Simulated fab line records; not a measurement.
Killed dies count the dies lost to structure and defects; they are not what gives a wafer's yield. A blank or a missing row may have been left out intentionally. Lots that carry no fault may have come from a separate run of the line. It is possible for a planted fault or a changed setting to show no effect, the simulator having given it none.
A struck lot beside a sound one    flow gf180mcu    14 out of 602 route steps
Sound: wafers L925.1, L925.2, L925.4. Wafers L922.1, L922.5, L922.6 were the ones struck. The cause comes at the end.
At each step with rows: each side's tool, then ch and its chambers, then its first start. Under that, the readings that differ: sound wafers    struck wafers    difference of the means    sigmas: that difference in standard deviations of wafers without a fault.
alike: a reading whose means differ by less than 2 such deviations, as well as words and numbers matching on both sides. not compared: withheld readings; readings where some wafer has no value; bounds like >300 that might hide an equal value; numbers whose values overlap and for which the record gives no deviation.
Wherever a step has rows on one side only, a row that says differs or no value, or a row with sigmas, the two part there. Non-overlapping numbers with no deviation appear without sigmas and do not part them. Lack of a reading on every wafer of one side parts them only where that side has two or more wafers.

first, 1 step without rows for these wafers: GF_HV_LDD_DEVELOP_06 (develop time 60 s).
GF_HV_LDD_CD_MEAS_07: the cd target is 400 nm.
  sound: cdSem-01 at day 16 23:43; struck: cdSem-01 at day 16 00:04
  alike: cdNm
GF_HV_LDD_OVL_MEAS_08:
  sound: overlay-02 at day 16 23:50; struck: overlay-02 at day 16 00:11
  alike: HV_LDD_OVL
next, for these wafers, 1 step has no rows: GF_HV_LDD_IMPLANT_09.
GF_HV_LDD_STRIP_10: strips in O2/N2.
  sound on plasmaAsher-02 ch 0,1, day 17 00:01; struck on plasmaAsher-02 ch 0,1, day 16 00:22
  alike: drypumpMotorCurrentA, heaterPowerW, oesProductAu, stripTimeToEndpointS
  not compared: rfHoursCounterH
GF_HV_LDD_TW_MEAS_11:
  sound: filmMetro-03 at day 17 00:07; struck: filmMetro-04 at day 16 00:28
reading    sound           struck          difference  sigmas
HV_LDD_TW  2394 2381 2373  2460 2456 2448  +72         +3
then, 6 steps without rows for these wafers: GF_HV_LDD_DEHYDRATE_12 (time 60 s); GF_HV_LDD_HMDS_13 (prime time 60 s); GF_HV_LDD_COAT_14 (resist thk 1000 nm); GF_HV_LDD_SOFTBAKE_15 (time 60 s); GF_HV_LDD_EXPOSE_16 (exposes mask Pplus LV AREA, target cd 400 nm); GF_HV_LDD_PEB_17.
GF_HV_LDD_DEVELOP_18: develop time 60 s.
  struck on lithoTrack-02, day 16 23:52; sound on lithoTrack-03 ch 0, day 17 23:40
  no value came back on the struck wafers for chillPlateTempC (C), developTimeS (s); on the sound wafers chillPlateTempC (C) reads 22.83 22.99 23.02
GF_HV_LDD_CD_MEAS_19: the cd target is 400 nm.
  sound: cdSem-02 at day 17 23:49; struck: cdSem-02 at day 17 00:01
reading    sound              struck  difference                     sigmas
cdNm (nm)  402.3 400.7 400.1  - - -   no value on the struck wafers  

## WHERE THEY PART
First at GF_HV_LDD_TW_MEAS_11; last, within this record, at GF_HV_LDD_CD_MEAS_19.

WHY: what had been put in by the simulator
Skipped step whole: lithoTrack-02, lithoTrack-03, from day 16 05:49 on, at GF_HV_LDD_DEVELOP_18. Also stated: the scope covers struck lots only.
